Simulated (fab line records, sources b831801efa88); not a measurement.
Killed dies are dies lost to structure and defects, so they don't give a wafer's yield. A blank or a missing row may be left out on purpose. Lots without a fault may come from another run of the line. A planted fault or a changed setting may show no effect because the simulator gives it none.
fab line records | flow gf180mcu | part 1 of 2: steps 1 to 31 of 45
record lots=5 wafers=15 last_day=34
route steps=602 shown HV_LDD@209 NSD@235 PSD@248
lots that met no fault: from a run of the same line without faults
start_h: hours from the record's first day to the start of the lot's first wafer shown | wait_h: hours since the lot's step before | " the same as in the row above | L1.1+2: a row that stands for several wafers | - no value, or no start given | * or withheld: withheld | < > ~ a bound
route shown NAME@n: a module of which the file shows steps, and the number in the route of the first | usual: mean/standard deviation of fault-free wafers | same: alike in all rows | chamber/n: place in a boat | sites: the reading at each site | _std_site: their standard deviation | _edge_site: outer sites' mean less inner sites' | radius_mm: how far each site lies from the wafer's centre | mask NAME#n: copy n | behind: the tool/chamber that last shaped the wafer | hold: why the lot was held/for how many hours/how that ended | device: the transistor (n, p or np) that didn't switch | end of line: the same wafers' tests at the end of the route | a step without rows: its recipe alone | killed: dies lost to structure and defects at the first sort, not the wafer's yield | map: a wafer's dies, x killed, . not, _ none there
set.NAME: the setting as run; set.NAME@STEP: as run at that earlier step | model.NAME: the simulator's own value behind a step, which no gauge read
lots at some steps of the route; a table a step, a row a wafer
services: from which hour (start_h, from the record's first day; less than 0 if before it) a tool's chamber was out of use, for how many hours, and why
## steps
# step GF_HV_LDD_IMPLANT_33
# recipe species=P energy_kev=60 dose_cm2=7.5e+12 tilt_deg=30 rotation_deg=0
# columns lot.wafer tool chamber start_h wait_h
L077.2+4+5 implanter-01 0 280.24 0.0
L079.2+4+5 implanter-02 0 293.10 0.0
L080.1+4+5 implanter-01 0 305.57 0.0
L086.3+5+6 implanter-03 0 347.16 0.1
L097.1+3+4 implanter-03 0 441.32 0.0
# step GF_HV_LDD_IMPLANT_34
# recipe species=P energy_kev=60 dose_cm2=7.5e+12 tilt_deg=30 rotation_deg=90
# columns lot.wafer tool chamber start_h wait_h
L077.2+4+5 implanter-01 0 280.39 0.1
L079.2+4+5 implanter-02 0 293.25 0.1
L080.1+4+5 implanter-01 0 305.72 0.1
L086.3+5+6 implanter-03 0 347.31 0.1
L097.1+3+4 implanter-03 0 441.47 0.1
# step GF_HV_LDD_IMPLANT_35
# recipe species=P energy_kev=60 dose_cm2=7.5e+12 tilt_deg=30 rotation_deg=180
# columns lot.wafer tool chamber start_h wait_h
L077.2+4+5 implanter-01 0 280.54 0.1
L079.2+4+5 implanter-02 0 293.40 0.1
L080.1+4+5 implanter-01 0 305.87 0.1
L086.3+5+6 implanter-03 0 347.46 0.1
L097.1+3+4 implanter-03 0 441.62 0.1
# step GF_HV_LDD_IMPLANT_36
# recipe species=P energy_kev=60 dose_cm2=7.5e+12 tilt_deg=30 rotation_deg=270
# columns lot.wafer tool chamber start_h wait_h
L077.2+4+5 implanter-01 0 280.69 0.1
L079.2+4+5 implanter-02 0 293.55 0.1
L080.1+4+5 implanter-01 0 306.02 0.1
L086.3+5+6 implanter-03 0 347.61 0.1
L097.1+3+4 implanter-03 0 441.77 0.1
# step GF_HV_LDD_STRIP_37
# recipe chemistry=O2/N2 power_w=1400 pressure_mtorr=1500 platen_temp_c=250 o2_flow_sccm=3000 n2_flow_sccm=300 overash_fraction=0.5
# usual drypump_motor_current_A=5.95/0.29 heater_power_w=311/15 oes_product_au=0.716/0.0045 strip_time_to_endpoint_s=12.65/0.034
# columns lot.wafer tool chamber start_h wait_h drypump_motor_current_A heater_power_w oes_product_au rf_hours_counter_h strip_time_to_endpoint_s
L077.2 plasma_asher-01 0 280.81 0.1 5.68 316 0.718 58 12.65
L077.4 " 1 " " 6.10 305 0.711 - 12.63
L077.5 " 0 " " 5.70 318 0.731 - 12.64
L079.2 plasma_asher-01 1 293.67 0.1 6.13 313 0.715 59 12.68
L079.4 " 1 " " 6.14 312 0.721 - 12.68
L079.5 " 0 " " 5.70 316 0.720 - 12.66
L080.1 plasma_asher-02 0 306.17 0.1 6.45 325 0.717 51 12.63
L080.4 " 1 " " 5.73 312 0.714 - 12.66
L080.5 " 0 " " 6.41 338 0.719 - 12.66
L086.3 plasma_asher-01 1 347.74 0.1 6.11 308 0.716 - 12.69
L086.5 " 1 " " 6.13 310 0.709 - 12.67
L086.6 " 0 " " 5.72 305 0.715 - 12.65
L097.1 plasma_asher-01 0 441.92 0.1 5.70 310 0.712 74 12.65
L097.3 " 0 " " 5.72 310 0.718 - 12.64
L097.4 " 1 " " 6.10 316 0.721 - 12.65
# step GF_HV_LDD_TW_MEAS_38
# usual HV_LDD_3_TW=1445/8.3
# columns lot.wafer tool chamber start_h wait_h HV_LDD_3_TW
L077.2 film_metro-04 - 280.92 0.1 1452
L077.4 " - " " 1447
L077.5 " - " " 1446
L079.2 film_metro-04 - 293.78 0.1 1442
L079.4 " - " " 1452
L079.5 " - " " 1449
L080.1 film_metro-02 - 306.27 0.1 1441
L080.4 " - " " 1445
L080.5 " - " " 1436
L086.3 film_metro-04 - 347.83 0.1 1443
L086.5 " - " " 1446
L086.6 " - " " 1449
L097.1 film_metro-04 - 442.02 0.1 1454
L097.3 " - " " 1458
L097.4 " - " " 1445
# step GF_HV_LDD_DEHYDRATE_39
# recipe temp_c=200 time_s=60
# columns lot.wafer tool chamber start_h wait_h
L077.2+4+5 litho_track-03 0 290.78 9.8
L079.2+4+5 litho_track-03 0 303.33 9.5
L080.1+4+5 litho_track-02 0 315.80 9.5
L086.3+5+6 litho_track-01 0 358.17 10.3
L097.1+3+4 litho_track-02 0 454.00 12.0
# step GF_HV_LDD_HMDS_40
# recipe prime_time_s=60 prime_temp_c=120
# columns lot.wafer tool chamber start_h wait_h
L077.2+4+5 litho_track-03 0 290.93 0.1
L079.2+4+5 litho_track-03 0 303.48 0.1
L080.1+4+5 litho_track-02 0 315.95 0.1
L086.3+5+6 litho_track-01 0 358.32 0.1
L097.1+3+4 litho_track-02 0 454.15 0.1
# step GF_HV_LDD_COAT_41
# recipe resist=NOVOLAK spin_rpm=3000 resist_thk_nm=1000
# usual spin_speed_rpm=2999.8/2.1
# columns lot.wafer tool chamber start_h wait_h spin_speed_rpm
L077.2 litho_track-03 0 291.08 0.1 3002.8
L077.4 " 0 " " 3002.0
L077.5 " 0 " " 3000.7
L079.2 litho_track-03 0 303.63 0.1 2997.3
L079.4 " 0 " " 2998.5
L079.5 " 0 " " 3000.9
L080.1 litho_track-02 0 316.10 0.1 2998.0
L080.4 " 0 " " 2999.8
L080.5 " 0 " " 2999.7
L086.3 litho_track-01 0 358.47 0.1 3002.8
L086.5 " 0 " " 3000.8
L086.6 " 0 " " 3001.9
L097.1 litho_track-02 0 454.30 0.1 2998.2
L097.3 " 0 " " 2999.3
L097.4 " 0 " " 3001.6
# step GF_HV_LDD_SOFTBAKE_42
# recipe temp_c=90 time_s=60 resist=NOVOLAK
# columns lot.wafer tool chamber start_h wait_h
L077.2+4+5 litho_track-03 0 291.23 0.1
L079.2+4+5 litho_track-03 0 303.78 0.1
L080.1+4+5 litho_track-02 0 316.25 0.1
L086.3+5+6 litho_track-01 0 358.62 0.1
L097.1+3+4 litho_track-02 0 454.45 0.1
# step GF_HV_LDD_EXPOSE_43
# recipe mask_id=Pplus_HV_AREA target_cd_nm=400 na=0.6 source_shape=conventional sigma_outer=0.6 dose_mj=140
# same na=0.6
# columns lot.wafer tool chamber start_h wait_h mask
L077.2+4+5 iline_stepper-01 0 - - Pplus_HV_AREA#0
L079.2+4+5 iline_stepper-01 0 - - Pplus_HV_AREA#0
L080.1+4+5 iline_stepper-02 0 - - Pplus_HV_AREA#0
L086.3+5+6 iline_stepper-01 0 - - Pplus_HV_AREA#0
L097.1+3+4 iline_stepper-01 0 - - Pplus_HV_AREA#0
# step GF_HV_LDD_PEB_44
# recipe temp_c=withheld time_s=* resist=NOVOLAK
# columns lot.wafer tool chamber start_h wait_h
L077.2+4+5 litho_track-03 0 - -
L079.2+4+5 litho_track-03 0 - -
L080.1+4+5 litho_track-03 0 - -
L086.3+5+6 litho_track-01 0 - -
L097.1+3+4 litho_track-02 0 - -
# step GF_HV_LDD_DEVELOP_45
# recipe develop_time_s=60 dev_temp_c=23
# columns lot.wafer tool chamber start_h wait_h
L077.2+4+5 litho_track-03 0 301.23 0.1
L079.2+4+5 litho_track-03 0 314.03 0.1
L080.1+4+5 litho_track-03 0 326.36 0.1
L086.3+5+6 litho_track-01 0 369.42 0.1
L097.1+3+4 litho_track-02 0 466.25 0.1
# step GF_HV_LDD_CD_MEAS_46
# recipe target_cd_nm=400
# usual cd_nm=398.9/2
# columns lot.wafer tool chamber start_h wait_h cd_nm
L077.2 cd_sem-01 - 301.38 0.1 399.5
L077.4 " - " " 397.7
L077.5 " - " " 399.2
L079.2 cd_sem-01 - 314.18 0.1 399.7
L079.4 " - " " 399.9
L079.5 " - " " 398.5
L080.1 cd_sem-01 - 326.51 0.1 399.9
L080.4 " - " " 402.2
L080.5 " - " " 398.8
L086.3 cd_sem-01 - 369.56 0.1 398.2
L086.5 " - " " 396.6
L086.6 " - " " 398.6
L097.1 cd_sem-02 - 466.40 0.1 398.3
L097.3 " - " " 396.5
L097.4 " - " " 398.2
# step GF_HV_LDD_OVL_MEAS_47
# usual HV_LDD_03_OVL=0.5/1.2
# columns lot.wafer tool chamber start_h wait_h HV_LDD_03_OVL[nm]
L077.2 overlay-02 - 301.48 0.1 -0.3
L077.4 " - " " 0.0
L077.5 " - " " 0.3
L079.2 overlay-01 - 314.28 0.1 -0.5
L079.4 " - " " 1.2
L079.5 " - " " 0.1
L080.1 overlay-01 - 326.63 0.1 -0.4
L080.4 " - " " 1.2
L080.5 " - " " 0.2
L086.3 overlay-01 - 369.65 0.1 -1.2
L086.5 " - " " -0.9
L086.6 " - " " -0.1
L097.1 overlay-02 - 466.52 0.1 0.6
L097.3 " - " " 0.6
L097.4 " - " " 0.4
# step GF_HV_LDD_IMPLANT_48
# recipe species=B energy_kev=25 dose_cm2=3e+13 tilt_deg=7
# columns lot.wafer tool chamber start_h wait_h
L077.2+4+5 implanter-01 0 301.54 0.0
L079.2+4+5 implanter-02 0 314.34 0.0
L080.1+4+5 implanter-02 0 326.66 0.0
L086.3+5+6 implanter-01 0 369.72 0.1
L097.1+3+4 implanter-01 0 466.56 0.0
# step GF_HV_LDD_STRIP_49
# recipe chemistry=O2/N2 power_w=1400 pressure_mtorr=1500 platen_temp_c=250 o2_flow_sccm=3000 n2_flow_sccm=300 overash_fraction=0.5
# usual drypump_motor_current_A=5.94/0.26 heater_power_w=311/13 oes_product_au=0.716/0.0045 strip_time_to_endpoint_s=12.640/0.03
# columns lot.wafer tool chamber start_h wait_h drypump_motor_current_A heater_power_w oes_product_au rf_hours_counter_h strip_time_to_endpoint_s
L077.2 plasma_asher-02 0 301.66 0.1 6.48 325 0.719 50 12.672
L077.4 " 1 " " 5.68 307 0.725 - 12.593
L077.5 " 1 " " 5.75 310 0.720 - 12.621
L079.2 plasma_asher-03 0 314.46 0.1 5.80 280 0.707 22 12.667
L079.4 " 0 " " 5.79 276 0.716 - 12.671
L079.5 " 1 " " 5.86 291 0.719 - 12.729
L080.1 plasma_asher-01 0 326.81 0.1 5.69 318 0.716 63 12.640
L080.4 " 0 " " 5.69 319 0.716 - 12.565
L080.5 " 1 " " 6.07 321 0.716 - 12.645
L086.3 plasma_asher-02 1 369.85 0.1 5.72 312 0.717 - 12.675
L086.5 " 0 " " 6.47 330 0.715 - 12.586
L086.6 " 1 " " 5.72 318 0.718 - 12.679
L097.1 plasma_asher-01 1 466.71 0.1 6.13 309 0.715 77 12.635
L097.3 " 0 " " 5.69 315 0.713 - 12.603
L097.4 " 1 " " 6.12 315 0.712 - 12.575
# step GF_HV_LDD_TW_MEAS_50
# usual HV_LDD_4_TW=571.6/2.5
# columns lot.wafer tool chamber start_h wait_h HV_LDD_4_TW
L077.2 film_metro-01 - 301.77 0.1 569.3
L077.4 " - " " 569.2
L077.5 " - " " 566.0
L079.2 film_metro-01 - 314.57 0.1 571.3
L079.4 " - " " 574.4
L079.5 " - " " 572.5
L080.1 film_metro-02 - 326.91 0.1 571.0
L080.4 " - " " 572.5
L080.5 " - " " 570.2
L086.3 film_metro-04 - 369.94 0.1 574.4
L086.5 " - " " 574.2
L086.6 " - " " 577.1
L097.1 film_metro-02 - 466.81 0.1 574.4
L097.3 " - " " 574.0
L097.4 " - " " 576.9
# step GF_HV_LDD_CLEAN_51
# recipe chemistry=SC1/SC2 mix=1:4:20 temp_c=70 time_s=150 dry=n2_spin
# usual temp_c=70.02/0.12
# columns lot.wafer tool chamber start_h wait_h temp_c
L077.2 wet_bench-01 2 301.82 0.0 69.90
L077.4 " 2 " " 69.94
L077.5 " 2 " " 70.01
L079.2 wet_bench-01 0 314.62 0.0 69.91
L079.4 " 0 " " 69.87
L079.5 " 0 " " 70.02
L080.1 wet_bench-02 3 326.98 0.1 70.18
L080.4 " 3 " " 70.18
L080.5 " 3 " " 70.14
L086.3 wet_bench-04 3 369.98 0.0 70.01
L086.5 " 3 " " 69.84
L086.6 " 3 " " 70.03
L097.1 wet_bench-04 1 466.87 0.1 70.26
L097.3 " 1 " " 70.03
L097.4 " 1 " " 69.93
# step GF_HV_LDD_RTA_52
# recipe temp_c=1000 time_s=10 ambient=N2
# usual lamp_power_pct=32.5/0.61 wafer_temp_C_max=1003.6/1.1
# columns lot.wafer tool chamber start_h wait_h lamp_power_pct wafer_temp_C_max
L077.2 rtp_anneal-01 0 301.88 0.0 33.0 1001.8
L077.4 " 0 " " 33.0 1002.1
L077.5 " 0 " " 33.0 1003.4
L079.2 rtp_anneal-02 0 314.68 0.0 31.7 1003.9
L079.4 " 0 " " 31.8 1004.8
L079.5 " 0 " " 31.7 1006.0
L080.1 rtp_anneal-02 0 327.03 0.0 31.8 1005.1
L080.4 " 0 " " 31.8 1005.3
L080.5 " 0 " " 31.7 1003.9
L086.3 rtp_anneal-02 0 370.05 0.0 31.7 1005.2
L086.5 " 0 " " 31.8 1004.9
L086.6 " 0 " " 31.7 1006.9
L097.1 rtp_anneal-01 0 466.92 0.0 33.0 1003.0
L097.3 " 0 " " 33.0 1002.2
L097.4 " 0 " " 33.0 1003.0
# step GF_HV_LDD_RS_MEAS_53
# recipe thk_meas_gauge=four-point-probe
# usual HV_LDD_RS=418.8/0.99
# columns lot.wafer tool chamber start_h wait_h HV_LDD_RS[ohm/sq]
L077.2 film_metro-01 - 301.96 0.1 419.0
L077.4 " - " " 418.9
L077.5 " - " " 418.0
L079.2 film_metro-01 - 314.76 0.1 419.4
L079.4 " - " " 419.4
L079.5 " - " " 419.4
L080.1 film_metro-01 - 327.09 0.1 418.9
L080.4 " - " " 418.5
L080.5 " - " " 418.0
L086.3 film_metro-02 - 370.14 0.1 417.3
L086.5 " - " " 417.8
L086.6 " - " " 417.2
L097.1 film_metro-01 - 466.98 0.1 417.2
L097.3 " - " " 417.1
L097.4 " - " " 418.3
# step GF_HV_LDD_CVD_54
# recipe material=SiO2 target_thk_nm=10 precursor=TEOS temp_c=680 time_s=75 pressure_mtorr=400
# usual spike_tc_centre_C=681.4/1.2
# columns lot.wafer tool chamber start_h wait_h spike_tc_centre_C
L077.2 lpcvd-02 1 302.06 0.1 680.4
L077.4 " 1 " " 679.5
L077.5 " 1 " " 679.8
L079.2 lpcvd-01 0 314.86 0.1 681.9
L079.4 " 0 " " 681.2
L079.5 " 0 " " 681.3
L080.1 lpcvd-02 1 327.21 0.1 681.2
L080.4 " 1 " " 681.1
L080.5 " 1 " " 683.1
L086.3 lpcvd-01 0 370.22 0.1 682.6
L086.5 " 0 " " 682.7
L086.6 " 0 " " 683.8
L097.1 lpcvd-02 1 467.10 0.1 682.2
L097.3 " 1 " " 679.8
L097.4 " 1 " " 679.8
# step GF_HV_LDD_THK_MEAS_55
# recipe reads=SiO2_of_HV_LDD_CVD_54
# usual HV_LDD_CVD_54_THK=9.93/0.13
# columns lot.wafer tool chamber start_h wait_h HV_LDD_CVD_54_THK[nm]
L077.2 film_metro-02 - 303.09 0.0 9.94
L077.4 " - " " 9.85
L077.5 " - " " 9.79
L079.2 film_metro-04 - 315.89 0.0 9.93
L079.4 " - " " 10.03
L079.5 " - " " 9.96
L080.1 film_metro-04 - 328.23 0.0 9.82
L080.4 " - " " 9.86
L080.5 " - " " 9.86
L086.3 film_metro-02 - 371.26 0.0 9.73
L086.5 " - " " 9.84
L086.6 " - " " 9.71
L097.1 film_metro-02 - 468.12 0.0 10.01
L097.3 " - " " 10.01
L097.4 " - " " 10.00
# step GF_HV_LDD_CVD_56
# recipe material=Si3N4 precursor=DCS/NH3 target_thk_nm=90 temp_c=770 time_s=1543 pressure_mtorr=250
# usual spike_tc_centre_C=771.2/1.2
# columns lot.wafer tool chamber start_h wait_h spike_tc_centre_C
L077.2 lpcvd-02 1 303.14 0.0 772.6
L077.4 " 1 " " 771.0
L077.5 " 1 " " 770.4
L079.2 lpcvd-02 1 315.94 0.0 771.7
L079.4 " 1 " " 771.2
L079.5 " 1 " " 771.4
L080.1 lpcvd-02 0 328.29 0.1 770.3
L080.4 " 0 " " 771.8
L080.5 " 0 " " 770.0
L086.3 lpcvd-02 1 371.30 0.0 771.0
L086.5 " 1 " " 771.2
L086.6 " 1 " " 770.2
L097.1 lpcvd-01 0 468.18 0.1 771.3
L097.3 " 0 " " 772.3
L097.4 " 0 " " 772.3
# step GF_HV_LDD_THK_MEAS_57
# recipe reads=Si3N4_of_HV_LDD_CVD_56
# usual HV_LDD_CVD_56_THK=89.4/0.91
# columns lot.wafer tool chamber start_h wait_h HV_LDD_CVD_56_THK[nm]
L077.2 film_metro-01 - 304.58 0.0 89.9
L077.4 " - " " 89.8
L077.5 " - " " 90.3
L079.2 film_metro-02 - 317.38 0.0 88.9
L079.4 " - " " 88.4
L079.5 " - " " 88.1
L080.1 film_metro-01 - 329.72 0.0 89.0
L080.4 " - " " 89.4
L080.5 " - " " 89.7
L086.3 film_metro-04 - 372.75 0.0 88.0
L086.5 " - " " 89.4
L086.6 " - " " 88.2
L097.1 film_metro-01 - 470.33 0.0 88.4
L097.3 " - " " 89.1
L097.4 " - " " 88.2
# step GF_HV_LDD_ETCHBACK_58
# recipe chemistry=CH3F/O2 target=Si3N4 stop_on=SiO2 source_w=400 bias_w=80 pressure_mtorr=25 ch3f_flow_sccm=40 O2_flow_sccm=30 time_s=100 target_depth_a=900
# usual drypump_motor_current_A=5.6/0.59 oes_product_au=0.840/0.0063 throttle_valve_pct=10.560/0.0089
# columns lot.wafer tool chamber start_h wait_h drypump_motor_current_A oes_product_au rf_hours_counter_h throttle_valve_pct
L077.2 rie_diel-04 0 304.63 0.0 5.7 0.844 3 10.562
L077.4 " 1 " " 6.2 0.844 28 10.571
L077.5 " 3 " " 5.4 0.857 - 10.538
L079.2 rie_diel-01 0 317.43 0.0 4.9 0.837 55 10.562
L079.4 " 3 " " 6.4 0.831 13 10.565
L079.5 " 3 " " 6.4 0.840 - 10.579
L080.1 rie_diel-03 0 329.78 0.1 5.2 0.829 3 10.551
L080.4 " 2 " " 4.8 0.838 59 10.554
L080.5 " 1 " " 6.2 0.849 - 10.547
L086.3 rie_diel-03 2 372.79 0.0 4.8 0.832 60 10.555
L086.5 " 2 " " 4.8 0.833 - 10.560
L086.6 " 3 " " 5.1 0.832 - 10.557
L097.1 rie_diel-03 1 470.39 0.1 6.2 0.834 65 10.557
L097.3 " 2 " " 4.8 0.839 62 10.564
L097.4 " 0 " " 5.2 0.831 6 10.563
# step GF_NSD_DEHYDRATE_00
# recipe temp_c=200 time_s=60
# columns lot.wafer tool chamber start_h wait_h
L077.2+4+5 litho_track-04 0 314.25 9.6
L079.2+4+5 litho_track-04 0 326.80 9.3
L080.1+4+5 litho_track-01 0 339.47 9.6
L086.3+5+6 litho_track-04 0 383.42 10.6
L097.1+3+4 litho_track-04 0 481.12 10.7
# step GF_NSD_HMDS_01
# recipe prime_time_s=60 prime_temp_c=120
# columns lot.wafer tool chamber start_h wait_h
L077.2+4+5 litho_track-04 0 314.40 0.1
L079.2+4+5 litho_track-04 0 326.95 0.1
L080.1+4+5 litho_track-01 0 339.62 0.1
L086.3+5+6 litho_track-04 0 383.57 0.1
L097.1+3+4 litho_track-04 0 481.27 0.1
# step GF_NSD_COAT_02
# recipe resist=NOVOLAK spin_rpm=3000 resist_thk_nm=1000
# usual spin_speed_rpm=3000.0/2.2
# columns lot.wafer tool chamber start_h wait_h spin_speed_rpm
L077.2 litho_track-04 0 314.55 0.1 2999.2
L077.4 " 0 " " 2999.2
L077.5 " 0 " " 3000.2
L079.2 litho_track-04 0 327.10 0.1 3000.8
L079.4 " 0 " " 3001.0
L079.5 " 0 " " 3001.3
L080.1 litho_track-01 0 339.77 0.1 2995.2
L080.4 " 0 " " 2993.9
L080.5 " 0 " " 2996.4
L086.3 litho_track-04 0 383.72 0.1 3000.2
L086.5 " 0 " " 2999.5
L086.6 " 0 " " 3001.3
L097.1 litho_track-04 0 481.42 0.1 2999.4
L097.3 " 0 " " 2997.3
L097.4 " 0 " " 3002.8
# step GF_NSD_SOFTBAKE_03
# recipe temp_c=90 time_s=60 resist=NOVOLAK
# columns lot.wafer tool chamber start_h wait_h
L077.2+4+5 litho_track-04 0 314.70 0.1
L079.2+4+5 litho_track-04 0 327.25 0.1
L080.1+4+5 litho_track-01 0 339.92 0.1
L086.3+5+6 litho_track-04 0 383.87 0.1
L097.1+3+4 litho_track-04 0 481.57 0.1
# step GF_NSD_EXPOSE_04
# recipe mask_id=Nplus target_cd_nm=400 na=0.6 source_shape=conventional sigma_outer=0.6 dose_mj=140
# same na=0.6
# columns lot.wafer tool chamber start_h wait_h mask
L077.2+4+5 iline_stepper-01 0 - - Nplus#0
L079.2+4+5 iline_stepper-02 0 - - Nplus#0
L080.1+4+5 iline_stepper-02 0 - - Nplus#0
L086.3+5+6 iline_stepper-01 0 - - Nplus#0
L097.1+3+4 iline_stepper-01 0 - - Nplus#0
